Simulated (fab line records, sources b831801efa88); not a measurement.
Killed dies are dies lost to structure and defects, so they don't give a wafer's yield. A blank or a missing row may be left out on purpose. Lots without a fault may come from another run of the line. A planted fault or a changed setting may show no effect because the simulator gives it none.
One fault seen from 2 desks | flow sfq_line | each desk has only its own numbers; what lay behind them comes last

THE METROLOGY DESK
What the gauges read, lot by lot, whatever tool the lot ran on: means of the sampled wafers that have a number. A lot is out of limits, marked OUT, if its mean lies more than 4 standard deviations from the usual mean; the brackets give that distance.
Columns: A = M5_OVL at SFQ_M5_OVL_MEAS_932, usual 0 nm
lot  | first seen here | A
L360 | day 50 02:47    | 0
L367 | day 58 18:19    | 2
L372 | day 63 19:37    | 6
L373 | day 64 16:53    | 1
L374 | day 64 19:17    | -5
L381 | day 66 07:02    | 3
This desk's finding: nothing out of limits on any of the 6 lots.

THE TOOL OWNER'S DESK: rie_metal-04
The tool's own readings at SFQ_TRILAYER_M5_BARC_OPEN_METAL_ETCH_161 (etches BARC in O2, target depth 125 nm, time 41.7 s): means of the sampled wafers that have a number, for each lot that ran on this tool. A lot is out of limits, marked OUT, if its mean lies more than 4 standard deviations from the usual mean; the brackets give that distance.
Columns: A = bias_w at SFQ_TRILAYER_M5_BARC_OPEN_METAL_ETCH_161, usual 80.00 W; B = drypump_motor_current_A at SFQ_TRILAYER_M5_BARC_OPEN_METAL_ETCH_161, usual 5.9 A; C = oes_product_au at SFQ_TRILAYER_M5_BARC_OPEN_METAL_ETCH_161, usual 0.685 a.u.; D = run_length_s at SFQ_TRILAYER_M5_BARC_OPEN_METAL_ETCH_161, usual 69.7 s
lot  | first seen here | A     | B   | C               | D
L367 | day 58 18:21    | 79.97 | 5.4 | 0.688           | 70.2
L372 | day 63 19:38    | 79.87 | 5.1 | 0.638 (-11) OUT | 77.8 (+17) OUT
L373 | day 64 16:55    | 79.97 | 6.3 | 0.611 (-17) OUT | 82.4 (+26) OUT
This desk's finding: out of limits on L372, L373; first on L372, day 63 19:38 (oes_product_au at SFQ_TRILAYER_M5_BARC_OPEN_METAL_ETCH_161). In limits: L367.

PUT TOGETHER
The tool owner's desk could have raised an alarm at day 63 19:38, on L372, L373.
The metrology desk saw nothing out of limits.
The metrology desk has L372, L373 on record, within its limits.
Of the lots named, all ran SFQ_TRILAYER_M5_BARC_OPEN_METAL_ETCH_161 on rie_metal-04.

WHAT THE SIMULATOR HAD PUT IN
Process parameter drift: rie_metal-04, from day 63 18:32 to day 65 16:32, at SFQ_TRILAYER_M5_BARC_OPEN_METAL_ETCH_161. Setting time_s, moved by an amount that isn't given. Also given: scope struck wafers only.
Lots struck among those shown: L372, L373.
Hours from the fault's start to each desk's first reading out of limits: the tool owner's desk, 1.
